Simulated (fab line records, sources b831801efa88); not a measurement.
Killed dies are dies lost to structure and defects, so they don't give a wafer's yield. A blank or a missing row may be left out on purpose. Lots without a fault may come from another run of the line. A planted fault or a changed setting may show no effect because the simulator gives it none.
Which tool did it? | flow gf180mcu | 14 lots, 42 wafers sampled, at 3 steps of a route of 602

WHAT THE GAUGES READ, wafer by wafer
GF_CONTACT_THK_MEAS_01. Usual: CONTACT_CVD_00_THK 302 nm, standard deviation 3.1.
lot  | measured     | on            | CONTACT_CVD_00_THK (nm) | flag
L566 | day 15 02:48 | film_metro-02 | 300 297 303             |
L567 | day 15 14:07 | film_metro-03 | 303 302 306             |
L568 | day 15 18:20 | film_metro-03 | 299 300 305             |
L569 | day 16 03:06 | film_metro-03 | 304 303 300             |
L573 | day 17 10:37 | film_metro-04 | 303 301 301             |
L574 | day 17 18:17 | film_metro-03 | 301 302 299             |
L575 | day 18 08:45 | film_metro-04 | 307 309 305             |
L576 | day 18 17:29 | film_metro-02 | 304 303 301             |
L577 | day 19 01:33 | film_metro-03 | 302 302 300             |
L583 | day 21 03:29 | film_metro-04 | 303 299 298             |
L584 | day 21 12:43 | film_metro-03 | 307 306 303             |
L585 | day 21 21:41 | film_metro-02 | 297 298 298             |
L587 | day 23 07:47 | film_metro-02 | 308 302 307             |
L589 | day 23 23:10 | film_metro-02 | 296 299 295             |

GF_CONTACT_BOW_MEAS_05. Usual: CONTACT_BOW 66 um, standard deviation 6.5.
lot  | measured     | on            | CONTACT_BOW (um) | flag
L566 | day 15 03:18 | film_metro-03 | 78 56 60         |
L567 | day 15 14:38 | film_metro-03 | 63 54 68         |
L568 | day 15 18:50 | film_metro-04 | 69 72 65         |
L569 | day 16 03:37 | film_metro-04 | 73 64 65         |
L573 | day 17 11:07 | film_metro-02 | 69 70 67         |
L574 | day 17 18:47 | film_metro-03 | 54 62 77         |
L575 | day 18 09:14 | film_metro-03 | 69 74 69         |
L576 | day 18 17:59 | film_metro-04 | 74 73 66         |
L577 | day 19 02:04 | film_metro-02 | 65 65 62         |
L583 | day 21 03:58 | film_metro-02 | 53 66 54         |
L584 | day 21 13:13 | film_metro-02 | 63 76 66         |
L585 | day 21 22:10 | film_metro-03 | 66 74 71         |
L587 | day 23 08:19 | film_metro-04 | 68 71 57         |
L589 | day 23 23:40 | film_metro-03 | 60 60 48         |

WHICH TOOL RAN EACH LOT (tool, then ch and the chambers of the sampled wafers, then the start)
lot  | GF_SALICIDE_RTA_06
L566 | rtp_anneal-01 ch 0, day 15 02:28
L567 | rtp_anneal-02 ch 0, day 15 13:47
L568 | rtp_anneal-02 ch 0, day 15 17:55
L569 | rtp_anneal-01 ch 0, day 16 02:47
L573 | rtp_anneal-01 ch 0, day 17 10:17
L574 | rtp_anneal-01 ch 0, day 17 17:58
L575 | rtp_anneal-01 ch 0, day 18 08:25
L576 | rtp_anneal-02 ch 0, day 18 17:04
L577 | rtp_anneal-01 ch 0, day 19 01:14
L583 | rtp_anneal-02 ch 0, day 21 03:09
L584 | rtp_anneal-02 ch 0, day 21 12:23
L585 | rtp_anneal-01 ch 0, day 21 21:21
L587 | rtp_anneal-01 ch 0, day 23 07:28
L589 | rtp_anneal-02 ch 0, day 23 22:50
- GF_SALICIDE_RTA_06: time 30 s.

WHAT THE TOOLS THEMSELVES READ (means of the sampled wafers that have a number; where no wafer has one, the mark that the record gives instead)
GF_SALICIDE_RTA_06. Usual: anneal_temp_c_max 532.5, standard deviation 0.96; chamber_o2_ppm 1.996, standard deviation 0.02; lamp_power_pct 6.0 %, standard deviation 0.74; wafer_temp_C_max 533.7, standard deviation 0.86.
lot  | tool          | anneal_temp_c_max | chamber_o2_ppm | lamp_power_pct (%) | wafer_temp_C_max | flag
L566 | rtp_anneal-01 | 532.0             | 1.969          | 6.8                | 532.5            |
L567 | rtp_anneal-02 | 532.8             | 2.002          | 5.4                | 534.0            |
L568 | rtp_anneal-02 | 533.5             | 1.983          | 5.4                | 534.1            |
L569 | rtp_anneal-01 | 531.5             | 1.992          | 6.8                | 533.2            |
L573 | rtp_anneal-01 | 531.5             | 2.003          | 6.8                | 533.1            |
L574 | rtp_anneal-01 | 531.4             | 1.987          | 6.8                | 533.5            |
L575 | rtp_anneal-01 | 532.0             | 302.003        | 6.8                | 533.4            | OFF
L576 | rtp_anneal-02 | 533.1             | 2.016          | 5.4                | 534.6            |
L577 | rtp_anneal-01 | 531.6             | 301.993        | 6.9                | 532.9            | OFF
L583 | rtp_anneal-02 | 534.0             | 1.968          | 5.4                | 534.3            |
L584 | rtp_anneal-02 | 533.0             | 1.998          | 5.4                | 534.1            |
L585 | rtp_anneal-01 | 531.4             | 2.000          | 6.8                | 533.1            |
L587 | rtp_anneal-01 | 531.6             | 1.979          | 6.8                | 533.2            |
L589 | rtp_anneal-02 | 533.1             | 2.006          | 5.4                | 534.1            |

THE ANSWER, worked out from the rows above alone
Rule: a lot is off if the mean of its wafers that have a number lies more than 3 standard deviations from the usual mean. A lot without any number at a reading at which 4 lots or more have one is off too. The other lots that the step has rows for count as sound. The gauges are gone through in route order, then the tools' own readings, and for those a lot's mean is taken as printed above. The first step at which some lot is off is used, and at that step the reading that is off furthest; a lot without a number counts as furthest.
Off: L575, L577, at GF_SALICIDE_RTA_06 (chamber_o2_ppm).
A tool fits if, at that step or a process step before it, it ran every lot that is off, and no sound lot after the first of them. None of those tried fits.

WHAT THE SIMULATOR HAD PUT IN
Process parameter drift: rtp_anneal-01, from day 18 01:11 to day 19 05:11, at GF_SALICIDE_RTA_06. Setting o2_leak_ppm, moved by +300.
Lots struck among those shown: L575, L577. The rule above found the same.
